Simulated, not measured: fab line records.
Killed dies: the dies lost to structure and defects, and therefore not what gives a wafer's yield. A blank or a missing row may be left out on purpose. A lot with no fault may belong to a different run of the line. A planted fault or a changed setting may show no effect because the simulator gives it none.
Matching of chambers    flow gf180mcu    cmp-01 running GF_CONTACT_CMP_27: 4 sister chambers
The step polishes, stops on SiO2, t overpolish 15 s, target thk 0 nm. 4 wafers are shown with their chamber, then 9 later ones without.

== WAFERS, EACH WITH ITS CHAMBER ==
wafer   chamber  motorCurrentA (A)
L849.3  0        10.8
L850.3  3        12.3
L850.6  2        10.9
L852.5  1        12.5

== WAFERS WHOSE CHAMBER IS MISSING ==
wafer   motorCurrentA (A)
L852.6  10.5
L853.3  10.8
L853.5  10.9
L853.6  12.2
L854.2  12.5
L854.5  10.6
L862.3  10.7
L862.5  11.4
L862.6  10.6

== WHICH CHAMBER EACH ONE RAN IN ==
wafer   from the rows above           in truth
L852.6  can't be placed: 0 or 2       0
L853.3  can't be placed: 0 or 2       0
L853.5  can't be placed: 2 or 0       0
L853.6  can't be placed: 3 or 1       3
L854.2  can't be placed: 1 or 3       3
L854.5  can't be placed: 0 or 2       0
L862.3  can't be placed: 0 or 2       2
L862.5  can't be placed: 2 or 0 or 3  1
L862.6  can't be placed: 0 or 2       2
Correct placement for 0 of the 9. Not placeable from these rows: 9 (in 8, the candidates include the true chamber). Placed wrongly: 0.
How it was worked out, from the rows above alone: a wafer's distance from a chamber is the root of the sum, over the readings, of the square of ((its reading less the chamber's mean) divided by the reading's scatter). The wafer belongs to the nearest chamber; if the next one is less than 2 further off, it can't be placed. A chamber's mean is the mean of its shown wafers. The scatter (one wafer shown for each chamber): square how far every hidden wafer sits from the nearest shown wafer, average those squares and take the square root.
